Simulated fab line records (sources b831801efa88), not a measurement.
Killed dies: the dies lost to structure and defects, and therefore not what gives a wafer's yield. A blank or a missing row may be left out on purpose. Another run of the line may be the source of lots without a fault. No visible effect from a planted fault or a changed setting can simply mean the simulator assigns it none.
Struck lot and sound lot, side by side || flow gf180mcu || 16 steps out of a route of 602
Sound: these wafers, L963.2, L963.5, L963.6. Struck: wafers L973.1, L973.4, L973.5. The cause is given at the end.
At each step with rows: each side's tool, then ch and its chambers, then its first start. Under that, the readings that differ: sound wafers || struck wafers || difference of the means || sigmas: that difference in standard deviations of wafers without a fault.
alike: readings whose means differ by less than 2 such deviations, and words and numbers that are the same on both sides. not compared: withheld readings, readings that some wafer has no value for, bounds like >300 that may hide the same value, and numbers for which the record gives no deviation and whose values overlap.
The two part at a step that has a row with sigmas, a row that says differs or no value, or rows on one side only. Numbers that have no deviation but don't overlap get no sigmas and don't part them. A reading that every wafer of one side lacks parts them only if that side has two wafers or more.

first, 3 steps without rows for these wafers: GF_V5_EXPOSE_11 (exposes mask Via5, target cd 260 nm); GF_V5_PEB_12 (peb time 90 s); GF_V5_DEVELOP_13 (develop time 60 s).
GF_V5_CD_MEAS_14: target cd 260 nm.
  sound on cd_sem-01 at day 28 20:05; struck on cd_sem-02 at day 31 22:04
  alike: cd_nm
GF_V5_OVL_MEAS_15:
  sound on overlay-02 at day 28 20:11; struck on overlay-02 at day 31 22:11
{"reading": "V5_OVL (nm)", "sound": "-5 4 -3", "struck": "4 11 15", "difference": "+11", "sigmas": "+2"}
GF_V5_ETCH_16: etches BARC in N2/H2.
  sound on rie_diel-02 ch 0,3, day 28 20:13; struck on rie_diel-02 ch 0,2,3, day 31 22:13
  alike: chamber_pressure_mTorr, drypump_motor_current_A, h2_flow_sccm, oes_product_au, throttle_valve_pct
GF_V5_ETCH_17: etches SiO2 in C4F8/O2/Ar, stops on TiN, target depth 855 nm.
  sound on rie_diel-02 ch 0,3; struck on rie_diel-02 ch 0,2,3
  alike: chamber_pressure_mTorr, oes_product_au
GF_V5_STRIP_18: strips in O2/N2.
  sound on plasma_asher-04 ch 0,1, day 28 20:22; struck on plasma_asher-04 ch 0,1, day 31 22:22
  alike: chamber_pressure_mTorr, drypump_motor_current_A, heater_power_w, oes_product_au
  not compared: rf_hours_counter_h
then, 2 steps without rows for these wafers: GF_V5_STRIP_19 (strips in post etch residue remover, time 1200 s); GF_V5_CLEAN_20 (cleans in DIW).
GF_V5_SPUTTER_21: material Ti, target thk 15 nm, time 80.02 s.
  sound on pvd_sputter-02 at day 28 20:55; struck on pvd_sputter-03 at day 31 22:56
  alike: throttle_valve_pct
then, 1 step without rows for these wafers: GF_V5_SPUTTER_22 (material TiN, target thk 10 nm, time 40 s).
GF_V5_CVD_23: deposits W, target thk 350 nm, time 104.9 s.
  sound on cvd_w-02 ch 0,1, day 28 21:01; struck on cvd_w-02 ch 0,1, day 31 23:02
{"reading": "chamber_pressure_Torr (Torr)", "sound": "40.04 39.96 40.01", "struck": "37.00 36.92 36.98", "difference": -3.04, "sigmas": -34}
  alike: heater_power_w
  not compared: since_wet_clean_h, model.W_of_V5_CVD_23.thk_nm
GF_V5_RS_MEAS_24: measures by four-point-probe.
  sound on film_metro-01 at day 28 21:08; struck on film_metro-01 at day 31 23:10
  alike: V5_W_RS
GF_V5_THK_MEAS_25: measures by xrf.
  sound on film_metro-01 at day 28 21:15; struck on film_metro-01 at day 31 23:17
  alike: V5_W_THK
GF_V5_CMP_26: polishes, stops on SiO2, t overpolish 15 s, target thk 0 nm.
  sound on cmp-01 ch 0,1,3, day 28 21:24; struck on cmp-02 ch 0,2,3, day 31 23:29
  alike: motor_current_A, overpolish_run_s, time_to_endpoint_s

WHERE THEY PART
At GF_V5_OVL_MEAS_15 first; at GF_V5_CVD_23 last (within this record only). Later steps at which nothing parts them and some readings are alike: GF_V5_RS_MEAS_24, GF_V5_THK_MEAS_25, GF_V5_CMP_26.

WHY: whatever the simulator had introduced
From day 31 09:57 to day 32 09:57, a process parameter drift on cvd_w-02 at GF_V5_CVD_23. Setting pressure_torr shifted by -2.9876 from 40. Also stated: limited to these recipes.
